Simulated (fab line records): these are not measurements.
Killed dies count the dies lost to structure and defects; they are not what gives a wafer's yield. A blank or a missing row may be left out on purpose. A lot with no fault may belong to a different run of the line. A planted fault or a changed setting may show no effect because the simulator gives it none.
The tool behind it: which one?    flow gf180mcu    35 wafers from 12 lots sampled at 6 of the route's 602 steps

## WHAT EACH GAUGE READ, for each wafer
GF_LVPWELL_OVL_MEAS_07. Usual: for LVPWELL_OVL the level is 0.1 nm and the standard deviation is 1.2.
lot   measured     on          LVPWELL_OVL (nm)  flag
L780  day 3 20:28  overlay-02  1.2 0.3 1.9       
L781  day 4 02:34  overlay-02  0.5 0.3 0.0       
L782  day 4 09:39  overlay-02  1.6 0.6 0.6       
L783  day 4 13:27  overlay-02  -1.0 -0.8 -0.9    
L784  day 4 18:08  overlay-02  0.6 1.4 -0.7      
L791  day 6 20:13  overlay-01  1.8 0.6           
L794  day 7 09:07  overlay-01  -0.8 -1.8 -0.7    
L796  day 7 16:05  overlay-02  0.5 0.5 1.5       
L798  day 8 01:20  overlay-01  -0.9 0.3 0.1      
L800  day 8 15:13  overlay-01  0.8 -1.9 -1.4     
L801  day 8 19:55  overlay-01  -0.6 -1.2 -1.1    
L802  day 9 03:01  overlay-01  -2.2 -1.3 -1.2    

GF_LVPWELL_TW_MEAS_11. Usual: for LVPWELL_TW the level is 563 and the standard deviation is 4.5.
lot   measured     on             LVPWELL_TW   flag
L780  day 3 20:54  film metro-03  561 561 561  
L781  day 4 03:01  film metro-04  569 568 569  
L782  day 4 10:05  film metro-04  568 571 572  
L783  day 4 13:53  film metro-01  562 559 562  
L784  day 4 18:34  film metro-01  561 559 557  
L791  day 6 20:40  film metro-03  578 561      
L794  day 7 09:34  film metro-01  557 558 559  
L796  day 7 16:31  film metro-01  561 564 558  
L798  day 8 01:46  film metro-01  557 556 558  
L800  day 8 15:40  film metro-03  562 563 563  
L801  day 8 20:21  film metro-03  564 565 560  
L802  day 9 03:28  film metro-03  567 566 565  

GF_VT_IMPLANT_RS_MEAS_48: a four-point-probe measurement. Usual: for LVPWELL_RS the level is 1197 ohm/sq and the standard deviation is 3.2.
lot   measured      on             LVPWELL_RS (ohm/sq)  flag
L780  day 7 12:35   film metro-01  1193 1193 1193       
L781  day 7 16:46   film metro-03  1200 1200 1200       
L782  day 8 02:42   film metro-01  1193 1193 1196       
L783  day 8 08:25   film metro-03  1202 1201 1197       
L784  day 8 15:08   film metro-03  1202 1201 1199       
L791  day 11 03:49  film metro-01  1127 1197            OFF
L794  day 11 18:17  film metro-04  1196 1197 1194       
L796  day 12 03:47  film metro-03  1200 1198 1197       
L798  day 12 14:42  film metro-04  1200 1200 1201       
L800  day 13 06:24  film metro-01  1198 1195 1194       
L801  day 13 11:49  film metro-04  1192 1197 1195       
L802  day 13 21:23  film metro-04  1195 1194 1194       

## TOOL THAT RAN EACH LOT (tool first, then ch and the chambers of the sampled wafers, then the start)
lot   GF_LVPWELL_IMPLANT_08           GF_VT_IMPLANT_STRIP_42                GF_VT_IMPLANT_RTA_45
L780  implanter-04 ch 0, day 3 20:31  plasma asher-04 ch 0,1, day 7 12:01   rtp anneal-02 ch 0, day 7 12:14
L781  implanter-01 ch 0, day 4 02:37  plasma asher-03 ch 0, day 7 16:13     rtp anneal-01 ch 0, day 7 16:25
L782  implanter-04 ch 0, day 4 09:41  plasma asher-04 ch 0,1, day 8 02:09   rtp anneal-02 ch 0, day 8 02:22
L783  implanter-03 ch 0, day 4 13:29  plasma asher-04 ch 0,1, day 8 07:51   rtp anneal-01 ch 0, day 8 08:04
L784  implanter-04 ch 0, day 4 18:11  plasma asher-04 ch 0,1, day 8 14:33   rtp anneal-02 ch 0, day 8 14:47
L791  implanter-04 ch 0, day 6 20:19  plasma asher-04 ch 0, day 11 03:14    rtp anneal-01 ch 0, day 11 03:28
L794  implanter-03 ch 0, day 7 09:11  plasma asher-01 ch 0,1, day 11 17:43  rtp anneal-02 ch 0, day 11 17:56
L796  implanter-03 ch 0, day 7 16:08  plasma asher-01 ch 0,1, day 12 03:13  rtp anneal-01 ch 0, day 12 03:26
L798  implanter-03 ch 0, day 8 01:24  plasma asher-03 ch 0,1, day 12 14:08  rtp anneal-02 ch 0, day 12 14:21
L800  implanter-01 ch 0, day 8 15:16  plasma asher-04 ch 1, day 13 05:51    rtp anneal-01 ch 0, day 13 06:04
L801  implanter-03 ch 0, day 8 19:57  plasma asher-04 ch 0,1, day 13 11:15  rtp anneal-01 ch 0, day 13 11:28
L802  implanter-01 ch 0, day 9 03:05  plasma asher-03 ch 0, day 13 20:49    rtp anneal-02 ch 0, day 13 21:02
- GF_LVPWELL_IMPLANT_08
- GF_VT_IMPLANT_STRIP_42: strips in O2/N2.
- GF_VT_IMPLANT_RTA_45: time 30 s.

## WHAT THE TOOLS THEMSELVES READ (means of the sampled wafers that have a number; where no wafer has one, the mark that the record gives instead)
GF_LVPWELL_IMPLANT_08. Usual: beam on s 10.01 s, standard deviation 0.18; faraday current uA 84.5, standard deviation 1.5.
lot   tool          beam on s (s)  faraday current uA  flag
L780  implanter-04  10.01          84.6                
L781  implanter-01  10.17          83.5                
L782  implanter-04  10.03          84.4                
L783  implanter-03  10.01          84.6                
L784  implanter-04  10.06          83.9                
L791  implanter-04  10.51          80.9                
L794  implanter-03  10.08          83.9                
L796  implanter-03  10.12          83.7                
L798  implanter-03  10.04          84.0                
L800  implanter-01  10.10          83.8                
L801  implanter-03  10.00          84.7                
L802  implanter-01  10.03          84.6                

GF_VT_IMPLANT_STRIP_42. Usual: drypump motor current A 5.3 A, standard deviation 0.48; heater power w 370 W, standard deviation 32; oes product au 0.716 a.u., standard deviation 0.0049; platen temp c 249.99 C, standard deviation 0.18; strip time to endpoint s 12.64 s, standard deviation 0.037.
lot   tool             drypump motor current A (A)  heater power w (W)  oes product au (a.u.)  platen temp c (C)  strip time to endpoint s (s)  flag
L780  plasma asher-04  5.5                          403                 0.716                  249.82             12.63                         
L781  plasma asher-03  4.7                          360                 0.720                  249.93             12.62                         
L782  plasma asher-04  5.5                          395                 0.713                  250.10             12.61                         
L783  plasma asher-04  5.5                          405                 0.714                  250.10             12.66                         
L784  plasma asher-04  5.5                          405                 0.718                  250.13             12.66                         
L791  plasma asher-04  6.0                          388                 0.708                  249.54             12.67                         
L794  plasma asher-01  5.3                          356                 0.714                  249.93             12.64                         
L796  plasma asher-01  5.3                          335                 0.718                  249.89             12.68                         
L798  plasma asher-03  4.8                          336                 0.721                  250.10             12.70                         
L800  plasma asher-04  5.2                          402                 0.711                  250.22             12.63                         
L801  plasma asher-04  5.4                          401                 0.711                  249.85             12.64                         
L802  plasma asher-03  4.7                          358                 0.717                  249.78             12.62                         

GF_VT_IMPLANT_RTA_45. Usual: lamp power pct 37 %, standard deviation 3.2; wafer_temp_C_max 1053.8, standard deviation 0.89.
lot   tool           lamp power pct (%)  wafer_temp_C_max  flag
L780  rtp anneal-02  39                  1053.6            
L781  rtp anneal-01  33                  1054.1            
L782  rtp anneal-02  39                  1053.5            
L783  rtp anneal-01  33                  1053.8            
L784  rtp anneal-02  39                  1052.8            
L791  rtp anneal-01  33                  1054.3            
L794  rtp anneal-02  39                  1052.6            
L796  rtp anneal-01  33                  1054.5            
L798  rtp anneal-02  39                  1053.2            
L800  rtp anneal-01  33                  1054.4            
L801  rtp anneal-01  33                  1054.2            
L802  rtp anneal-02  39                  1053.9            

## THE ANSWER, worked out from the rows above alone
Rule: take the mean of a lot's wafers that have a number; if it is more than 3 standard deviations from the usual mean, the lot is off. Also off: a lot with no number at a reading for which 4 or more lots have one. All remaining lots with rows at the step are treated as sound. After the gauges, taken in route order, come the tools' own readings; for these a lot's mean is taken, as printed above. At the first step where some lot is off, the reading lying furthest off is the one used; lots without a number count as furthest.
Off: L791, seen at GF_VT_IMPLANT_RS_MEAS_48 (LVPWELL_RS).
If a tool, at a process step before that reading, ran all the lots that are off and no sound lot after the first of them, it fits. Those tools and the gauges at GF_VT_IMPLANT_RS_MEAS_48 are tried in the same way. One candidate fits, namely implanter-04 at GF_LVPWELL_IMPLANT_08. A fault onset in the window from L784 (day 4 18:11, its last sound lot) to L791 (day 6 20:19, its first lot off) fits.
The tool's own readings at GF_LVPWELL_IMPLANT_08 bear it out: on the lots that are off they differ by more than 5 times the standard deviation of the sound lots' means. beam on s reads 10.51 s there against 10.06 s on the sound lots; faraday current uA reads 80.9 there against 84.2 on the sound lots.

## WHAT THE SIMULATOR HAD PUT IN
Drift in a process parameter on implanter-04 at GF_LVPWELL_IMPLANT_08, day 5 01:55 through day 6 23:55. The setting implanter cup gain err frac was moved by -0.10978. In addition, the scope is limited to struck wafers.
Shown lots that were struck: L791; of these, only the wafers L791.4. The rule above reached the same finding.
